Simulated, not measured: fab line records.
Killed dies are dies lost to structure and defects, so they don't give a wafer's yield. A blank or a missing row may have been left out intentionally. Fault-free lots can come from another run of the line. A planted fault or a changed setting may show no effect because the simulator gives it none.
Chamber matching	flow gf180mcu	cmp-01 running GF_V5_CMP_04: 4 sister chambers
The step polishes SiO2. 4 wafers are shown with their chamber, then 7 later ones without.

EACH WAFER AND ITS CHAMBER
wafer	chamber	motor_current_A (A)
L614.6	2	10.6
L618.1	3	10.5
L619.1	0	12.3
L619.3	1	12.8

WAFERS WITH NO CHAMBER GIVEN
wafer	motor_current_A (A)
L619.5	11.7
L621.1	10.2
L621.3	11.4
L621.6	10.2
L623.3	11.9
L623.4	12.9
L623.6	12.7

WHICH CHAMBER EACH ONE RAN IN
wafer	from the rows above	in truth
L619.5	can't be placed: 0 or 2 or 1 or 3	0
L621.1	can't be placed: 3 or 2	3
L621.3	can't be placed: 2 or 0 or 3 or 1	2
L621.6	can't be placed: 3 or 2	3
L623.3	can't be placed: 0 or 1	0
L623.4	can't be placed: 1 or 0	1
L623.6	can't be placed: 1 or 0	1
0 of 7 placed correctly. These rows do not allow placing 7 (true chamber among the candidates in 7). 0 placed wrongly.
How it was worked out, from the rows above alone: a wafer's distance from a chamber is the root of the sum, over the readings, of the square of ((its reading less the chamber's mean) divided by the reading's scatter). If the next closest chamber is less than 2 further off than the closest, the wafer can't be placed; otherwise it belongs to the closest. Each chamber's mean is taken over the wafers shown for it. The scatter (one wafer shown for each chamber): square how far every hidden wafer sits from the nearest shown wafer, average those squares and take the square root.
